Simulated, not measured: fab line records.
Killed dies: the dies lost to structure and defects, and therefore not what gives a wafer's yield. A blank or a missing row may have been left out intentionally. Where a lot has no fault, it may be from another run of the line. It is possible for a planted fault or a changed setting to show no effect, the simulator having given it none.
fab line records -- flow sky130
record lots=6, wafers=18, last-day=49
route steps=708 shown METAL3@561 VIA3@573 PAD_OPEN@708
lots that met no fault: taken from a fault-free run of the same line
start-h: start of the lot's first displayed wafer, in hours after the record's first day -- wait-h: hours elapsed since this lot's preceding step -- " the same as in the row above -- L1.1+2: several wafers, shown together as one row -- - no value, or no start was given -- * or withheld: withheld -- < > ~ a bound
route shown NAME@n: a module of which the file shows steps, and the number in the route of the first -- usual: average and standard deviation across the fault-free wafers -- same: alike in all rows -- chamber/n: place in a boat -- sites: per-site readings -- _std_site: standard deviation across them -- _edge_site: inner sites' mean taken away from outer sites' mean -- radius-mm: how far each site lies from the wafer's centre -- mask NAME#n: copy n -- behind: the most recent tool/chamber to have shaped the wafer -- hold: cause of the lot's hold/its duration in hours/its outcome -- device: names the non-switching transistor (n, p or np) -- end of line: tests run on the same wafers once the route is complete -- a step without rows: its recipe alone -- killed: dies lost to structure and defects at the first sort, not the wafer's yield -- map: a wafer's dies, marking killed ones x, the rest . and places with no die _
set.NAME: the setting the step ran with; set.NAME@STEP: the setting that earlier step ran with -- model.NAME: the simulator's own value behind a step, which no gauge read
lots seen at some steps along the route; tables by step, rows by wafer
services: a tool's chamber out of use, with start hour (start-h, from the record's first day; less than 0 if before it), hours out, and reason
## steps
# step SKY_METAL3_PEB_11
# recipe peb-temp-c=withheld, peb-time-s=withheld, resist=KrF-thick
# step SKY_METAL3_DEVELOP_12
# recipe develop-time-s=60, resist=KrF-thick, dev-temp-c=21
# step SKY_METAL3_CD_MEAS_13
# recipe target-cd-nm=300
# usual cd-nm=299.7/1.1
lot.wafer,tool,chamber,start-h,wait-h,cd-nm
L329.2,cd-sem-02,-,939.17,-,299.1
L329.3,cd-sem-02,-,939.17,-,298.6
L329.6,cd-sem-02,-,939.17,-,299.1
L333.4,cd-sem-01,-,959.36,-,300.2
L333.5,cd-sem-01,-,959.36,-,301.5
L333.6,cd-sem-01,-,959.36,-,300.8
L337.2,cd-sem-01,-,985.72,-,301.1
L337.4,cd-sem-01,-,985.72,-,301.2
L337.6,cd-sem-01,-,985.72,-,301.8
L338.1,cd-sem-02,-,992.92,-,300.8
L338.2,cd-sem-02,-,992.92,-,301.2
L338.6,cd-sem-02,-,992.92,-,300.7
L340.2,cd-sem-02,-,1004.97,-,298.8
L340.3,cd-sem-02,-,1004.97,-,298.4
L340.5,cd-sem-02,-,1004.97,-,299.4
L346.1,cd-sem-02,-,1039.97,-,299.5
L346.3,cd-sem-02,-,1039.97,-,298.5
L346.4,cd-sem-02,-,1039.97,-,298.4
# step SKY_METAL3_OVL_MEAS_14
# usual METAL3_OVL=-1/4.8
lot.wafer,tool,chamber,start-h,wait-h,METAL3_OVL[nm]
L329.2,overlay-01,-,939.28,0.1,-2
L329.3,overlay-01,-,939.28,0.1,-1
L329.6,overlay-01,-,939.28,0.1,0
L333.4,overlay-01,-,959.43,0.1,-4
L333.5,overlay-01,-,959.43,0.1,-4
L333.6,overlay-01,-,959.43,0.1,3
L337.2,overlay-02,-,985.82,0.1,4
L337.4,overlay-02,-,985.82,0.1,-2
L337.6,overlay-02,-,985.82,0.1,-1
L338.1,overlay-02,-,993.04,0.1,-5
L338.2,overlay-02,-,993.04,0.1,2
L338.6,overlay-02,-,993.04,0.1,6
L340.2,overlay-01,-,1005.07,0.1,-9
L340.3,overlay-01,-,1005.07,0.1,-3
L340.5,overlay-01,-,1005.07,0.1,-4
L346.1,overlay-01,-,1040.09,0.1,3
L346.3,overlay-01,-,1040.09,0.1,2
L346.4,overlay-01,-,1040.09,0.1,2
# step SKY_METAL3_DESCUM_15
# recipe chemistry=O2, source-power-w=150, bias-power-w=0, pressure-mtorr=10, temp-c=40, time-s=8
# usual drypump-motor-current-A=5.8/0.48, oes-product-au=0.998/0.0079, temp-c=39.99/0.11
lot.wafer,tool,chamber,start-h,wait-h,drypump-motor-current-A,oes-product-au,rf-hours-counter-h,temp-c
L329.2,rie-metal-01,0,939.31,0.0,5.9,0.991,10,39.80
L329.3,rie-metal-01,1,939.31,0.0,6.1,0.985,-,40.07
L329.6,rie-metal-01,0,939.31,0.0,6.0,1.003,-,40.01
L333.4,rie-metal-04,1,959.46,0.0,5.1,1.007,-,39.86
L333.5,rie-metal-04,0,959.46,0.0,5.6,0.983,-,40.16
L333.6,rie-metal-04,1,959.46,0.0,5.0,1.004,-,40.09
L337.2,rie-metal-04,1,985.85,0.0,5.1,1.004,7,40.03
L337.4,rie-metal-04,0,985.85,0.0,5.5,1.005,-,40.05
L337.6,rie-metal-04,0,985.85,0.0,5.5,0.999,-,40.14
L338.1,rie-metal-02,1,993.07,0.0,6.5,1.011,7,40.10
L338.2,rie-metal-02,0,993.07,0.0,5.2,1.010,4,39.96
L338.6,rie-metal-02,0,993.07,0.0,5.2,1.006,-,40.14
L340.2,rie-metal-04,1,1005.10,0.0,5.1,1.002,9,40.06
L340.3,rie-metal-04,0,1005.10,0.0,5.5,0.996,-,39.95
L340.5,rie-metal-04,0,1005.10,0.0,5.6,0.991,-,39.76
L346.1,rie-metal-01,0,1040.12,0.0,5.9,0.993,16,40.06
L346.3,rie-metal-01,1,1040.12,0.0,6.1,0.995,-,39.94
L346.4,rie-metal-01,0,1040.12,0.0,5.9,1.005,-,40.18
# step SKY_METAL3_ETCH_16
# recipe chemistry=N2/H2, target=BARC, ion-energy-ev=200, bias-w=100, pressure-mtorr=30, n2-flow-sccm=100, h2-flow-sccm=200, icp-w=500, stop-on=SiO2, time-s=88.2, target-depth-a=600
# usual drypump-motor-current-A=5.8/0.48, oes-product-au=0.626/0.0046, throttle-valve-pct=13.206/0.0093
lot.wafer,tool,chamber,start-h,wait-h,drypump-motor-current-A,oes-product-au,rf-hours-counter-h,throttle-valve-pct
L329.2,rie-metal-01,0,939.34,0.0,5.9,0.627,10,13.208
L329.3,rie-metal-01,1,939.34,0.0,6.2,0.628,-,13.209
L329.6,rie-metal-01,0,939.34,0.0,5.9,0.634,-,13.225
L333.4,rie-metal-04,1,959.52,0.0,5.1,0.628,-,13.221
L333.5,rie-metal-04,0,959.52,0.0,5.6,0.626,-,13.211
L333.6,rie-metal-04,1,959.52,0.0,5.1,0.631,-,13.204
L337.2,rie-metal-04,1,985.88,0.0,5.1,0.626,7,13.213
L337.4,rie-metal-04,0,985.88,0.0,5.6,0.630,-,13.213
L337.6,rie-metal-04,0,985.88,0.0,5.6,0.632,-,13.192
L338.1,rie-metal-02,1,993.10,0.0,6.6,0.631,7,13.203
L338.2,rie-metal-02,0,993.10,0.0,5.2,0.623,4,13.203
L338.6,rie-metal-02,0,993.10,0.0,5.2,0.616,-,13.209
L340.2,rie-metal-04,1,1005.13,0.0,5.1,0.624,9,13.201
L340.3,rie-metal-04,0,1005.13,0.0,5.6,0.631,-,13.226
L340.5,rie-metal-04,0,1005.13,0.0,5.6,0.628,-,13.196
L346.1,rie-metal-01,0,1040.15,0.0,5.9,0.626,16,13.209
L346.3,rie-metal-01,1,1040.15,0.0,6.1,0.629,-,13.224
L346.4,rie-metal-01,0,1040.15,0.0,5.9,0.624,-,13.204
# step SKY_METAL3_ETCH_17
# recipe target=SiO2, stop-on=TiN, chemistry=C4F8/O2/Ar, source-w=1500, bias-w=1200, pressure-mtorr=40, c4f8-flow-sccm=withheld, O2_flow_sccm=6, Ar_flow_sccm=300, time-s=3.9, target-depth-a=150
# usual oes-product-au=0.751/0.0073
lot.wafer,tool,chamber,start-h,wait-h,oes-product-au
L329.2,rie-diel-04,3,939.44,0.1,0.752
L329.3,rie-diel-04,0,939.44,0.1,0.748
L329.6,rie-diel-04,3,939.44,0.1,0.761
L333.4,rie-diel-04,2,959.58,0.0,0.770
L333.5,rie-diel-04,0,959.58,0.0,0.750
L333.6,rie-diel-04,3,959.58,0.0,0.756
L337.2,rie-diel-01,3,985.98,0.1,0.745
L337.4,rie-diel-01,2,985.98,0.1,0.755
L337.6,rie-diel-01,1,985.98,0.1,0.760
L338.1,rie-diel-03,0,993.20,0.1,0.756
L338.2,rie-diel-03,3,993.20,0.1,0.748
L338.6,rie-diel-03,3,993.20,0.1,0.758
L340.2,rie-diel-04,0,1005.23,0.1,0.748
L340.3,rie-diel-04,1,1005.23,0.1,0.746
L340.5,rie-diel-04,1,1005.23,0.1,0.747
L346.1,rie-diel-04,1,1040.25,0.1,0.757
L346.3,rie-diel-04,2,1040.25,0.1,0.751
L346.4,rie-diel-04,0,1040.25,0.1,0.765
# step SKY_METAL3_METAL_ETCH_18
# recipe target-depth-a=8450, stop-on=SiO2, over-etch-frac=0.3, time-s=183.1, chemistry=Cl2/BCl3, resist-sidewall-deg=88, pressure-mtorr=10, icp-w=900, bias-w=48.5, Cl2_flow_sccm=60, bcl3-flow-sccm=30
# usual drypump-motor-current-A=5.7/0.52, oes-product-au=0.866/0.0061, throttle-valve-pct=22.265/0.0078
lot.wafer,tool,chamber,start-h,wait-h,drypump-motor-current-A,oes-product-au,rf-hours-counter-h,throttle-valve-pct
L329.2,rie-metal-04,1,939.46,0.0,5.0,0.858,5,22.266
L329.3,rie-metal-04,1,939.46,0.0,5.1,0.853,-,22.282
L329.6,rie-metal-04,0,939.46,0.0,5.6,0.859,-,22.263
L333.4,rie-metal-02,1,959.66,0.1,6.6,0.872,-,22.263
L333.5,rie-metal-02,1,959.66,0.1,6.6,0.873,-,22.283
L333.6,rie-metal-02,0,959.66,0.1,5.2,0.864,-,22.264
L337.2,rie-metal-01,1,986.00,0.0,6.1,0.866,17,22.266
L337.4,rie-metal-01,0,986.00,0.0,5.9,0.856,-,22.261
L337.6,rie-metal-01,0,986.00,0.0,5.9,0.866,-,22.267
L338.1,rie-metal-04,0,993.22,0.0,5.6,0.872,12,22.259
L338.2,rie-metal-04,1,993.22,0.0,5.1,0.867,8,22.270
L338.6,rie-metal-04,1,993.22,0.0,5.1,0.864,-,22.257
L340.2,rie-metal-01,1,1005.25,0.0,6.1,0.865,18,22.275
L340.3,rie-metal-01,1,1005.25,0.0,6.1,0.866,-,22.262
L340.5,rie-metal-01,1,1005.25,0.0,6.1,0.856,-,22.276
L346.1,rie-metal-02,0,1040.27,0.0,5.2,0.868,7,22.272
L346.3,rie-metal-02,1,1040.27,0.0,6.5,0.870,-,22.256
L346.4,rie-metal-02,0,1040.27,0.0,5.2,0.863,-,22.247
# step SKY_METAL3_STRIP_19
# recipe chemistry=O2/N2, power-w=1400, pressure-mtorr=1500, platen-temp-c=withheld, o2-flow-sccm=3000, n2-flow-sccm=300, overash-fraction=0.5
# usual drypump-motor-current-A=5.7/0.36, oes-product-au=0.502/0.0058, strip-time-to-endpoint-s=6.52/0.071
# same overash-fraction=0.5
lot.wafer,tool,chamber,start-h,wait-h,drypump-motor-current-A,oes-product-au,rf-hours-counter-h,strip-time-to-endpoint-s
L329.2,plasma-asher-04,1,939.63,0.1,5.7,0.505,19,6.59
L329.3,plasma-asher-04,1,939.63,0.1,5.6,0.509,-,6.58
L329.6,plasma-asher-04,1,939.63,0.1,5.6,0.511,-,6.67
L333.4,plasma-asher-04,0,959.81,0.1,5.3,0.497,-,6.42
L333.5,plasma-asher-04,0,959.81,0.1,5.4,0.498,-,6.39
L333.6,plasma-asher-04,1,959.81,0.1,5.7,0.497,-,6.44
L337.2,plasma-asher-02,1,986.18,0.1,5.2,0.504,56,6.60
L337.4,plasma-asher-02,0,986.18,0.1,6.3,0.503,-,6.57
L337.6,plasma-asher-02,1,986.18,0.1,5.2,0.504,-,6.52
L338.1,plasma-asher-03,0,993.40,0.1,5.9,0.511,113,6.52
L338.2,plasma-asher-03,1,993.40,0.1,5.7,0.493,113,6.55
L338.6,plasma-asher-03,1,993.40,0.1,5.7,0.512,-,6.52
L340.2,plasma-asher-03,0,1005.43,0.1,6.0,0.506,114,6.56
L340.3,plasma-asher-03,0,1005.43,0.1,6.0,0.504,-,6.60
L340.5,plasma-asher-03,1,1005.43,0.1,5.7,0.512,-,6.54
L346.1,plasma-asher-02,0,1040.45,0.1,6.4,0.496,62,6.37
L346.3,plasma-asher-02,0,1040.45,0.1,6.4,0.501,-,6.36
L346.4,plasma-asher-02,1,1040.45,0.1,5.2,0.499,-,6.45
# step SKY_METAL3_STRIP_20
# recipe chemistry=post-etch-residue-remover, time-s=1200, temp-c=72.5
# step SKY_METAL3_CLEAN_21
# recipe chemistry=IPA, time-s=180, temp-c=25
# step SKY_METAL3_CLEAN_22
# recipe chemistry=O3/DIW, dry=n2-spin
# step SKY_VIA3_HDPCVD_00
# recipe material=SiO2, target-thk-nm=1635, sigma-open-frac=0.3, time-s=272.5, temp-c=400, sih4-flow-sccm=60, pressure-mtorr=6
# usual susceptor-temp-C=400.02/0.22
lot.wafer,tool,chamber,start-h,wait-h,susceptor-temp-C,model.SiO2_of_VIA3_HDPCVD_00.thk-nm
L329.2,hdpcvd-02,1,940.28,0.0,400.20,1632
L329.3,hdpcvd-02,0,940.28,0.0,399.91,1635
L329.6,hdpcvd-02,2,940.28,0.0,400.00,1620
L333.4,hdpcvd-01,0,960.45,0.1,399.71,1640
L333.5,hdpcvd-01,1,960.45,0.1,400.11,1621
L333.6,hdpcvd-01,2,960.45,0.1,399.85,1642
L337.2,hdpcvd-01,1,986.81,0.0,399.93,2482
L337.4,hdpcvd-01,1,986.81,0.0,400.12,2469
L337.6,hdpcvd-01,0,986.81,0.0,400.38,1646
L338.1,hdpcvd-01,1,993.99,0.0,399.36,2478
L338.2,hdpcvd-01,0,993.99,0.0,399.79,2499
L338.6,hdpcvd-01,0,993.99,0.0,399.99,1655
L340.2,hdpcvd-02,2,1006.02,0.0,400.01,1658
L340.3,hdpcvd-02,0,1006.02,0.0,399.93,1635
L340.5,hdpcvd-02,2,1006.02,0.0,400.03,1656
L346.1,hdpcvd-02,0,1041.07,0.0,400.35,1609
L346.3,hdpcvd-02,1,1041.07,0.0,400.18,1633
L346.4,hdpcvd-02,0,1041.07,0.0,400.16,1632
# step SKY_VIA3_THK_MEAS_01
# recipe reads=SiO2_of_VIA3_HDPCVD_00
# usual VIA3_HDPCVD_THK=1638/14
lot.wafer,tool,chamber,start-h,wait-h,VIA3_HDPCVD_THK[nm]
L329.2,film-metro-03,-,940.46,0.1,1632
L329.3,film-metro-03,-,940.46,0.1,1636
L329.6,film-metro-03,-,940.46,0.1,1618
L333.4,film-metro-03,-,960.57,0.0,1641
L333.5,film-metro-03,-,960.57,0.0,1622
L333.6,film-metro-03,-,960.57,0.0,1642
L337.2,film-metro-01,-,986.99,0.1,2483
L337.4,film-metro-01,-,986.99,0.1,2467
L337.6,film-metro-01,-,986.99,0.1,1647
L338.1,film-metro-02,-,994.16,0.1,2478
L338.2,film-metro-02,-,994.16,0.1,2499
L338.6,film-metro-02,-,994.16,0.1,1654
L340.2,film-metro-03,-,1006.20,0.1,1658
L340.3,film-metro-03,-,1006.20,0.1,1634
L340.5,film-metro-03,-,1006.20,0.1,1656
L346.1,film-metro-02,-,1041.24,0.1,1609
L346.3,film-metro-02,-,1041.24,0.1,1634
L346.4,film-metro-02,-,1041.24,0.1,1633
# step SKY_VIA3_CMP_02
# recipe material=SiO2, down-force-psi=4, platen-rpm=60, pad-velocity-m-s=0.94248
# step SKY_PAD_OPEN_PROBE_99
# usual defect-limited-yield=82.5/2, killed_at_M0_to_M3=43/7.1, killed_at_M4_up=3.3/2, killed-at-contacts=24/5.1, killed-at-front-end=15/4.6, killed-at-other=0.3/0.6, killed-dies=86/9.6, killed-open=46/7.3, killed-short=39/6.7, sort_bin_3_pad_short=0.9/0.44, sort_bin_5_function=10.4/1.5, sort_bin_6_memory=6.2/1.1, sort-n-pass=406/9.6, sort-yield-pct=82.5/2
# same gross-dies=492, killed-at-back-side=0, sort_bin_4_leakage[%]=0, sort_bin_8_speed[%]=0
lot.wafer,tool,chamber,start-h,wait-h,defect-limited-yield[%],killed_at_M0_to_M3,killed_at_M4_up,killed-at-contacts,killed-at-front-end,killed-at-other,killed-dies,killed-open,killed-short,sort_bin_3_pad_short[%],sort_bin_5_function[%],sort_bin_6_memory[%],sort-n-pass,sort-yield-pct[%]
L333.4,prober-02,-,1125.58,0.2,81.7,45,4,34,7,0,90,49,41,1.0,10.4,6.9,402,81.7
L333.5,prober-02,-,1125.63,0.2,83.9,46,4,26,3,0,79,45,34,0.8,10.2,5.1,413,83.9
L333.6,prober-02,-,1125.68,0.2,84.3,37,4,23,13,0,77,41,35,0.6,8.7,6.3,415,84.3
L337.2,prober-02,-,1146.15,0.1,80.5,44,5,29,18,0,96,46,48,1.4,12.6,5.5,396,80.5
L337.4,prober-02,-,1146.25,0.2,83.5,34,1,26,20,0,81,39,42,0.8,9.1,6.5,411,83.5
L337.6,prober-02,-,1146.35,0.2,80.5,50,0,27,18,1,96,49,44,0.6,11.2,7.7,396,80.5
# killed by level:class
L333.4 LI_CONTACT:geometric-particle:open=10 VIA1:geometric-particle:open=8 CONTACT:geometric-particle:short=7 CONTACT:geometric-particle:open=7 VIA2:geometric-particle:open=7 LOCAL_INTERCONNECT:geometric-particle:short=6 METAL1:geometric-particle:short=6 VIA3:geometric-particle:short=5
L333.5 VIA1:geometric-particle:open=10 CONTACT:geometric-particle:open=10 METAL1:geometric-particle:short=9 LI_CONTACT:geometric-particle:open=9 VIA3:geometric-particle:open=6 METAL3:geometric-particle:short=5 METAL2:geometric-particle:short=4 LI_CONTACT:geometric-particle:short=3
L333.6 VIA1:geometric-particle:open=11 CONTACT:geometric-particle:open=9 LI_CONTACT:geometric-particle:open=7 METAL1:geometric-particle:short=6 VIA3:geometric-particle:open=6 LOCAL_INTERCONNECT:geometric-particle:short=4 VIA1:geometric-particle:short=4 METAL2:geometric-particle:short=3
L337.2 VIA3:geometric-particle:open=10 CONTACT:geometric-particle:open=9 METAL1:geometric-particle:short=8 LI_CONTACT:geometric-particle:open=7 VIA1:geometric-particle:open=6 VIA3:geometric-particle:short=6 LI_CONTACT:geometric-particle:short=5 FIELD_ISO:geometric-particle:open=4
L337.4 LI_CONTACT:geometric-particle:open=7 CONTACT:geometric-particle:open=7 FIELD_ISO:geometric-particle:short=6 METAL2:geometric-particle:short=6 CONTACT:geometric-particle:short=6 VIA2:geometric-particle:open=6 FIELD_ISO:geometric-particle:open=5 POLY_GATE:geometric-particle:short=5
L337.6 METAL1:geometric-particle:short=10 CONTACT:geometric-particle:open=10 VIA2:geometric-particle:open=8 POLY_GATE:geometric-particle:open=6 CONTACT:geometric-particle:short=6 VIA1:geometric-particle:open=6 VIA3:geometric-particle:open=6 LI_CONTACT:geometric-particle:open=5
## services
tool,chamber,start-h,hours,kind
rie-metal-04,1,925.21,2.4,repair
rie-diel-04,3,926.03,2.5,repair
rie-metal-02,-,939.08,1.9,repair
rie-diel-04,1,942.69,9.0,repair
rie-diel-04,0,943.96,3.2,repair
rie-diel-04,0,947.57,4.6,repair
rie-diel-03,2,948.06,3.2,repair
hdpcvd-01,2,948.83,5.1,repair
hdpcvd-02,-,950.25,15.0,pm
rie-diel-01,-,955.43,2.8,pm
rie-diel-04,-,963.83,0.5,repair
rie-diel-04,1,971.85,3.9,repair
plasma-asher-03,-,972.97,1.6,repair
rie-diel-04,2,973.46,4.2,repair
rie-metal-04,1,975.93,7.1,repair
hdpcvd-02,-,986.02,1.6,repair
rie-diel-04,3,986.03,-,clean
rie-diel-04,3,986.03,29.7,scheduled-down
rie-diel-04,3,986.03,29.7,vent-cycle
rie-diel-03,1,991.65,13.5,repair
hdpcvd-02,-,1006.62,0.7,repair
rie-diel-03,2,1007.88,6.2,repair
plasma-asher-03,-,1026.99,1.8,repair
rie-metal-02,-,1035.55,1.0,repair
## key
first-sign step=SKY_VIA3_THK_MEAS_01, reading=VIA3_HDPCVD_THK, direction=up, sigmas=61, usual=1638, struck=2482
effect none on later readings
model-effect step=SKY_VIA3_HDPCVD_00, value=SiO2_of_VIA3_HDPCVD_00.thk-nm, without=1647, struck=2482
met-at SKY_VIA3_HDPCVD_00
struck-wafers L337.2,L337.4,L338.1,L338.2
onset-between 960.45 986.81
fault kind=process-parameter-drift, tool=hdpcvd-01, chamber=-, onset-h=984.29, steps=SKY_VIA3_HDPCVD_00, channel=target-thk-nm, offset=834.95, shape=step, end-h=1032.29, scope=struck-wafers-only, acts-in=these-recipes-only, stated=1635
